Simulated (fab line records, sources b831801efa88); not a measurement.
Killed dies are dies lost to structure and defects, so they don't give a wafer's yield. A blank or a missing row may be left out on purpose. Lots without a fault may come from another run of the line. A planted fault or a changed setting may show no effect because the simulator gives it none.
Problem report in the 8D (eight disciplines) form, filled by code | flow gf180mcu | the parts of the form that need people (team, actions taken, sign-off) are left out

1. THE PROBLEM
oes_product_au at GF_MIM_METAL_ETCH_19 reads a mean of 0.998 a.u. on 3 wafers of 2 lots; wafers without a fault read 0.940 a.u. with a standard deviation of 0.0066. That is +8.8 standard deviations from the usual mean.
The step: etches the open film in Cl2/BCl3, stops on Si3N4, target depth 324.5 nm, time 54.1 s.
First seen on wafer L659.6, day 31 05:19, on rie_metal-04. The record holds 36 wafers of 12 lots with a number at this step. Rule for "out", or "out of limits": more than 4 standard deviations from the usual mean. The other wafers with a number count as sound.

2. WHAT IT IS AND WHAT IT IS NOT
question                    | is                                 | is not
which readings at this step | oes_product_au, throttle_valve_pct | drypump_motor_current_A
which lots                  | L659, L660                         | L642, L644, L645, L646, L647, L650, L652, L656, L663, L664
which wafers of those lots  | L659.6, L660.4, L660.5             | L659.2, L659.3, L660.2
read on which tools         | rie_metal-04                       | rie_metal-01, rie_metal-03
when                        | from day 31 05:19                  | up to then (26 sound wafers); but 7 sound wafers of L660, L663, L664 came after

3. SUSPECTS, AND WHAT RULES EACH OUT
Counting: a tool at a process step up to the reading stays a suspect if it ran every lot that is out. Sound lots after the first of them don't rule it out here, since some wafers of a struck lot are sound.
- pvd_sputter-01 at GF_MIM_SPUTTER_02 (material AlCu, target thk 450 nm, time 23.9 s): kept. It ran every lot that is out, first L659 (day 30 11:53); its last sound lot up to then is L656 (day 29 14:59).
- pvd_sputter-03 at GF_MIM_SPUTTER_07 (material TiN, target thk 60 nm, time 50 s): kept. It ran every lot that is out, first L659 (day 30 12:05); its last sound lot up to then is L656 (day 29 15:10).
- rie_metal-04 at GF_MIM_METAL_ETCH_19 (etches the open film in Cl2/BCl3, stops on Si3N4, target depth 324.5 nm, time 54.1 s): kept. It ran every lot that is out, first L659 (day 31 05:19); its last sound lot up to then is L656 (day 30 09:35). Its own readings are out on those wafers: oes_product_au, throttle_valve_pct.
Left after counting: pvd_sputter-01 at GF_MIM_SPUTTER_02, pvd_sputter-03 at GF_MIM_SPUTTER_07, rie_metal-04 at GF_MIM_METAL_ETCH_19.

4. THE CAUSE (what the simulator had put in)
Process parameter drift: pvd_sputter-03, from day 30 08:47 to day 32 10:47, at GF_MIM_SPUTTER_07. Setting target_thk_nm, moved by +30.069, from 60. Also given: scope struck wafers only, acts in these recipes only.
Counting left 3 suspects, and this tool is among them.

5. THE CHAIN OF EFFECTS, in route order
Each row: a reading whose mean over the struck wafers that have a number lies more than 3 standard deviations from the usual. Only readings for which the record gives a usual standard deviation are gone through. hours: the time from each lot's start at the first step in this table that gives one to its start at this step, as a median over the lots. sigmas: the change in usual standard deviations.
hours | step                    | reading              | usual      | on struck wafers | change | sigmas
0     | GF_MIM_METAL_ETCH_19    | oes_product_au       | 0.940 a.u. | 0.998            | +0.058 | +8.8
0     | GF_MIM_METAL_ETCH_19    | throttle_valve_pct   | 28.284 %   | 28.228           | -0.056 | -5.1
71    | GF_PASSIVATION_PROBE_99 | defect_limited_yield | 90.2 %     | 70.2             | -20.0  | -14
71    | GF_PASSIVATION_PROBE_99 | killed_at_other      | 0.1        | 96.0             | +95.9  | +99 or more
71    | GF_PASSIVATION_PROBE_99 | killed_dies          | 48         | 146              | +98    | +14
71    | GF_PASSIVATION_PROBE_99 | killed_on_rim        | 9.4        | 46.3             | +36.9  | +14
71    | GF_PASSIVATION_PROBE_99 | sort_bin_3_pad_short | 0.5 %      | 20.0             | +19.5  | +65
71    | GF_PASSIVATION_PROBE_99 | sort_n_pass          | 444        | 346              | -98    | -14
71    | GF_PASSIVATION_PROBE_99 | sort_yield_pct       | 90.2 %     | 70.2             | -20.0  | -14
The process steps in it:
- GF_MIM_METAL_ETCH_19: etches the open film in Cl2/BCl3, stops on Si3N4, target depth 324.5 nm, time 54.1 s.
- GF_PASSIVATION_PROBE_99

6. WHAT WOULD HAVE CAUGHT IT SOONER
In this record the first reading out of limits was taken at day 31 05:19, 21 hours after the fault began at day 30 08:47.
Of the tool readings at GF_MIM_SPUTTER_07 for which the record gives a usual standard deviation, none was out on any struck wafer, so an alarm limit of 4 standard deviations on them would not have fired.
All the lots that are out (2) had begun GF_MIM_SPUTTER_07 on pvd_sputter-03 by day 31 05:19. A hold on the tool at that time would have spared none of them.
